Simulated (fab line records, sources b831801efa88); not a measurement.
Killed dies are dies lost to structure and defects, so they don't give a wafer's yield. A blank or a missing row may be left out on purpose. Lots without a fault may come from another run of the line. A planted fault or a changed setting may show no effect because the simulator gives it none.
Which tool did it? | flow gf180mcu | 24 lots, 72 wafers sampled, at 6 steps of a route of 602

WHAT THE GAUGES READ, wafer by wafer
GF_VT_IMPLANT_OVL_MEAS_18. Usual: VT_IMPLANT_01_OVL -0.3 nm, standard deviation 0.95.
lot  | measured     | on         | VT_IMPLANT_01_OVL (nm) | flag
L074 | day 5 21:50  | overlay-01 | -1.7 -0.3 -1.5         |
L075 | day 6 18:50  | overlay-01 | -0.4 -1.8 -0.4         |
L076 | day 7 06:29  | overlay-01 | -0.9 -1.4 1.2          |
L077 | day 7 07:23  | overlay-01 | 0.3 0.2 0.7            |
L078 | day 7 17:05  | overlay-01 | 1.1 1.3 -0.3           |
L079 | day 8 02:29  | overlay-02 | -0.2 0.1 1.2           |
L080 | day 8 04:20  | overlay-01 | -1.2 -0.4 -2.5         |
L081 | day 8 04:59  | overlay-01 | 0.2 -0.3 1.2           |
L082 | day 8 13:26  | overlay-01 | 0.7 0.7 2.1            |
L083 | day 8 14:20  | overlay-01 | -1.1 -2.1 -1.2         |
L084 | day 9 06:47  | overlay-02 | 0.0 0.7 0.9            |
L085 | day 9 09:11  | overlay-01 | 0.6 0.6 -1.2           |
L086 | day 9 13:47  | overlay-01 | 0.0 -1.0 -1.0          |
L087 | day 9 17:14  | overlay-01 | -0.6 -1.5 -0.9         |
L088 | day 10 04:44 | overlay-02 | 0.3 1.7 -1.4           |
L089 | day 10 08:47 | overlay-01 | -1.5 -0.8 -1.8         |
L090 | day 10 12:32 | overlay-02 | -0.4 0.1 -0.5          |
L091 | day 10 19:20 | overlay-01 | -1.2 -0.4 0.7          |
L092 | day 11 02:03 | overlay-01 | -0.6 -0.6 -0.6         |
L093 | day 11 07:26 | overlay-02 | 0.1 -1.7 -1.6          |
L094 | day 11 14:59 | overlay-01 | -0.9 -0.8 0.1          |
L095 | day 11 22:29 | overlay-01 | -0.3 0.2 -0.9          |
L096 | day 12 00:56 | overlay-01 | -0.7 -0.8 -0.1         |
L097 | day 12 09:53 | overlay-01 | 1.8 0.0 0.2            |

GF_V4_THK_MEAS_03. Usual: V4_CVD_02_THK 847 nm, standard deviation 13.
lot  | measured     | on            | V4_CVD_02_THK (nm) | flag
L074 | day 22 23:37 | film_metro-01 | 837 837 863        |
L075 | day 24 05:38 | film_metro-04 | 831 823 845        |
L076 | day 24 20:55 | film_metro-03 | 862 850 849        |
L077 | day 24 21:56 | film_metro-04 | 865 854 863        |
L078 | day 25 12:08 | film_metro-03 | 826 839 848        |
L079 | day 25 22:38 | film_metro-04 | 836 871 854        |
L080 | day 26 05:10 | film_metro-04 | 839 834 859        |
L081 | day 26 04:28 | film_metro-04 | 841 855 857        |
L082 | day 26 15:07 | film_metro-03 | 836 838 877        |
L083 | day 26 17:32 | film_metro-01 | 840 845 853        |
L084 | day 27 10:46 | film_metro-04 | 827 837 858        |
L085 | day 27 18:08 | film_metro-04 | 820 837 823        |
L086 | day 27 23:46 | film_metro-03 | 854 823 863        |
L087 | day 27 23:05 | film_metro-03 | 851 836 860        |
L088 | day 28 13:57 | film_metro-04 | 849 856 850        |
L089 | day 28 22:11 | film_metro-03 | 846 845 868        |
L090 | day 28 23:19 | film_metro-03 | 833 831 852        |
L091 | day 29 01:08 | film_metro-01 | 838 830 849        |
L092 | day 29 15:32 | film_metro-01 | 846 849 835        |
L093 | day 29 17:01 | film_metro-01 | 868 851 880        |
L094 | day 29 22:30 | film_metro-04 | 829 827 843        |
L095 | day 30 06:58 | film_metro-03 | 840 855 846        |
L096 | day 30 10:09 | film_metro-04 | 831 852 843        |
L097 | day 30 15:17 | film_metro-04 | 839 855 850        |

GF_MIM_THK_MEAS_11: measures by xrf. Usual: MIM_ALCU_THK 202 nm, standard deviation 3.
lot  | measured     | on            | MIM_ALCU_THK (nm) | flag
L074 | day 24 00:35 | film_metro-02 | 203 198 197       |
L075 | day 25 06:11 | film_metro-02 | 203 206 204       |
L076 | day 25 20:42 | film_metro-03 | 203 208 203       |
L077 | day 25 21:43 | film_metro-01 | 199 202 202       |
L078 | day 26 10:57 | film_metro-03 | 204 205 205       |
L079 | day 26 21:13 | film_metro-01 | 203 198 200       |
L080 | day 27 04:22 | film_metro-01 | 201 201 195       |
L081 | day 27 03:47 | film_metro-03 | 201 203 200       |
L082 | day 27 13:41 | film_metro-03 | 205 209 200       |
L083 | day 27 15:34 | film_metro-01 | 203 203 201       |
L084 | day 28 09:10 | film_metro-03 | 205 204 202       |
L085 | day 28 15:31 | film_metro-03 | 200 201 203       |
L086 | day 28 21:15 | film_metro-01 | 202 205 207       |
L087 | day 28 20:35 | film_metro-01 | 204 203 202       |
L088 | day 29 11:44 | film_metro-02 | 203 205 199       |
L089 | day 29 20:06 | film_metro-03 | 197 202 200       |
L090 | day 29 20:42 | film_metro-02 | 196 201 200       |
L091 | day 29 22:49 | film_metro-01 | 202 196 198       |
L092 | day 30 12:33 | film_metro-02 | 203 204 199       |
L093 | day 30 13:56 | film_metro-02 | 208 203 203       |
L094 | day 30 19:22 | film_metro-01 | 201 198 193       |
L095 | day 31 04:20 | film_metro-02 | 199 203 199       |
L096 | day 31 06:55 | film_metro-02 | 201 204 204       |
L097 | day 32 08:48 | film_metro-01 | 200 201 200       |

GF_V5_THK_MEAS_25: measures by xrf. Usual: V5_W_THK 351 nm, standard deviation 5.8.
lot  | measured     | on            | V5_W_THK (nm) | flag
L074 | day 26 22:19 | film_metro-02 | 360 362 363   |
L075 | day 27 22:17 | film_metro-03 | 356 350 356   |
L076 | day 28 11:57 | film_metro-02 | 354 350 353   |
L077 | day 28 14:17 | film_metro-02 | 349 349 352   |
L078 | day 29 00:56 | film_metro-04 | 352 350 350   |
L079 | day 29 09:45 | film_metro-02 | 348 348 349   |
L080 | day 29 17:52 | film_metro-03 | 356 360 356   |
L081 | day 29 17:31 | film_metro-02 | 350 349 346   |
L082 | day 30 02:52 | film_metro-04 | 349 356 362   |
L083 | day 30 03:38 | film_metro-03 | 355 361 355   |
L084 | day 30 20:17 | film_metro-03 | 358 357 355   |
L085 | day 31 02:59 | film_metro-02 | 343 345 344   |
L086 | day 31 07:43 | film_metro-04 | 349 354 346   |
L087 | day 31 07:30 | film_metro-02 | 345 338 343   |
L088 | day 31 19:06 | film_metro-04 | 350 346 351   |
L089 | day 32 13:09 | film_metro-02 | 344 346 350   |
L090 | day 32 13:27 | film_metro-04 | 350 346 354   |
L091 | day 32 16:51 | film_metro-04 | 349 346 348   |
L092 | day 33 03:55 | film_metro-03 | 350 366 360   |
L093 | day 33 04:31 | film_metro-04 | 350 343 354   |
L094 | day 33 05:42 | film_metro-03 | 353 353 356   |
L095 | day 33 06:25 | film_metro-03 | 355 351 353   |
L096 | day 33 07:12 | film_metro-04 | 353 356 350   |
L097 | day 33 22:42 | film_metro-02 | 340 347 342   |

WHICH TOOL RAN EACH LOT (tool, then ch and the chambers of the sampled wafers, then the start)
lot  | GF_DNWELL_STRIP_08                  | GF_M4_SPUTTER_03
L074 | plasma_asher-01 ch 0,1, day 2 16:23 | pvd_sputter-03, day 21 22:38
L075 | plasma_asher-03 ch 0,1, day 3 06:56 | pvd_sputter-03, day 23 06:38
L076 | plasma_asher-04 ch 0,1, day 3 16:32 | pvd_sputter-03, day 23 22:21
L077 | plasma_asher-01 ch 0,1, day 3 16:32 | pvd_sputter-01, day 23 23:19
L078 | plasma_asher-04 ch 0,1, day 3 23:29 | pvd_sputter-01, day 24 13:28
L079 | plasma_asher-04 ch 0,1, day 4 07:26 | pvd_sputter-03, day 25 00:19
L080 | plasma_asher-04 ch 0,1, day 4 10:56 | pvd_sputter-01, day 25 07:04
L081 | plasma_asher-01 ch 0,1, day 4 11:37 | pvd_sputter-03, day 25 06:45
L082 | plasma_asher-04 ch 0,1, day 4 18:01 | pvd_sputter-01, day 25 17:43
L083 | plasma_asher-03 ch 1, day 4 18:29   | pvd_sputter-03, day 25 19:29
L084 | plasma_asher-01 ch 0,1, day 5 05:55 | pvd_sputter-04, day 26 13:04
L085 | plasma_asher-03 ch 0,1, day 5 10:53 | pvd_sputter-04, day 26 21:39
L086 | plasma_asher-01 ch 0,1, day 5 11:22 | pvd_sputter-04, day 27 03:04
L087 | plasma_asher-04 ch 0,1, day 5 15:20 | pvd_sputter-04, day 27 02:13
L088 | plasma_asher-03 ch 1, day 6 01:35   | pvd_sputter-03, day 27 17:27
L089 | plasma_asher-01 ch 0,1, day 6 03:05 | pvd_sputter-01, day 28 02:09
L090 | plasma_asher-01 ch 0,1, day 6 07:14 | pvd_sputter-04, day 28 02:51
L091 | plasma_asher-01 ch 0, day 6 11:35   | pvd_sputter-01, day 28 04:45
L092 | plasma_asher-03 ch 0,1, day 6 18:10 | pvd_sputter-04, day 28 19:53
L093 | plasma_asher-04 ch 0,1, day 7 00:47 | pvd_sputter-04, day 28 20:50
L094 | plasma_asher-03 ch 0,1, day 7 05:41 | pvd_sputter-04, day 29 02:04
L095 | plasma_asher-01 ch 0,1, day 7 10:08 | pvd_sputter-01, day 29 11:14
L096 | plasma_asher-04 ch 0,1, day 7 14:56 | pvd_sputter-04, day 29 13:49
L097 | plasma_asher-01 ch 0,1, day 7 21:11 | pvd_sputter-01, day 29 19:26
- GF_DNWELL_STRIP_08: strips in O2/N2.
- GF_M4_SPUTTER_03: material Ti, target thk 10 nm, time 6.7 s.

WHAT THE TOOLS THEMSELVES READ (means of the sampled wafers that have a number; where no wafer has one, the mark that the record gives instead)
GF_DNWELL_STRIP_08. Usual: drypump_motor_current_A 6.2 A, standard deviation 0.43; heater_power_w 344 W, standard deviation 27; oes_product_au 0.722 a.u., standard deviation 0.0044; strip_time_to_endpoint_s 36.95 s, standard deviation 0.092.
lot  | tool            | drypump_motor_current_A (A) | heater_power_w (W) | oes_product_au (a.u.) | strip_time_to_endpoint_s (s) | flag
L074 | plasma_asher-01 | 6.2                         | 327                | 0.723                 | 36.91                        |
L075 | plasma_asher-03 | 6.6                         | 331                | 0.721                 | 37.07                        |
L076 | plasma_asher-04 | 5.7                         | 358                | 0.724                 | 36.87                        |
L077 | plasma_asher-01 | 6.3                         | 332                | 0.723                 | 37.03                        |
L078 | plasma_asher-04 | 5.7                         | 347                | 0.722                 | 36.91                        |
L079 | plasma_asher-04 | 5.7                         | 351                | 0.721                 | 36.86                        |
L080 | plasma_asher-04 | 5.7                         | 352                | 0.724                 | 37.10                        |
L081 | plasma_asher-01 | 6.2                         | 327                | 0.720                 | 37.04                        |
L082 | plasma_asher-04 | 5.7                         | 354                | 0.721                 | 36.88                        |
L083 | plasma_asher-03 | 6.5                         | 337                | 0.722                 | 36.94                        |
L084 | plasma_asher-01 | 6.3                         | 333                | 0.717                 | 36.82                        |
L085 | plasma_asher-03 | 6.6                         | 334                | 0.721                 | 36.94                        |
L086 | plasma_asher-01 | 6.3                         | 340                | 0.722                 | 37.04                        |
L087 | plasma_asher-04 | 5.7                         | 355                | 0.722                 | 37.06                        |
L088 | plasma_asher-03 | 6.5                         | 347                | 0.723                 | 36.87                        |
L089 | plasma_asher-01 | 6.3                         | 328                | 0.723                 | 36.92                        |
L090 | plasma_asher-01 | 6.3                         | 346                | 0.719                 | 36.90                        |
L091 | plasma_asher-01 | 6.3                         | 356                | 0.723                 | 36.88                        |
L092 | plasma_asher-03 | 6.5                         | 329                | 0.726                 | 36.98                        |
L093 | plasma_asher-04 | 5.7                         | 359                | 0.722                 | 36.88                        |
L094 | plasma_asher-03 | 6.6                         | 336                | 0.722                 | 37.03                        |
L095 | plasma_asher-01 | 6.3                         | 336                | 0.721                 | 36.85                        |
L096 | plasma_asher-04 | 6.1                         | 374                | 0.726                 | 37.07                        |
L097 | plasma_asher-01 | 6.3                         | 340                | 0.716                 | 37.05                        |

GF_M4_SPUTTER_03. Usual: throttle_valve_pct 29.7 %, standard deviation 0.83.
lot  | tool           | throttle_valve_pct (%) | flag
L074 | pvd_sputter-03 | 28.3                   |
L075 | pvd_sputter-03 | 29.2                   |
L076 | pvd_sputter-03 | 28.7                   |
L077 | pvd_sputter-01 | 29.4                   |
L078 | pvd_sputter-01 | 29.7                   |
L079 | pvd_sputter-03 | 29.2                   |
L080 | pvd_sputter-01 | 29.6                   |
L081 | pvd_sputter-03 | 29.1                   |
L082 | pvd_sputter-01 | 30.1                   |
L083 | pvd_sputter-03 | 29.2                   |
L084 | pvd_sputter-04 | 30.2                   |
L085 | pvd_sputter-04 | 30.5                   |
L086 | pvd_sputter-04 | 29.4                   |
L087 | pvd_sputter-04 | 30.4                   |
L088 | pvd_sputter-03 | 28.9                   |
L089 | pvd_sputter-01 | 29.3                   |
L090 | pvd_sputter-04 | 30.3                   |
L091 | pvd_sputter-01 | 29.8                   |
L092 | pvd_sputter-04 | 30.1                   |
L093 | pvd_sputter-04 | 30.3                   |
L094 | pvd_sputter-04 | 29.6                   |
L095 | pvd_sputter-01 | 30.0                   |
L096 | pvd_sputter-04 | 29.7                   |
L097 | pvd_sputter-01 | 29.4                   |

THE ANSWER, worked out from the rows above alone
Rule: a lot is off if the mean of its wafers that have a number lies more than 3 standard deviations from the usual mean. A lot without any number at a reading at which 4 lots or more have one is off too. The other lots that the step has rows for count as sound. The gauges are gone through in route order, then the tools' own readings, and for those a lot's mean is taken as printed above. The first step at which some lot is off is used, and at that step the reading that is off furthest; a lot without a number counts as furthest.
No lot is off at any reading shown: from this, nothing can be told.

WHAT THE SIMULATOR HAD PUT IN
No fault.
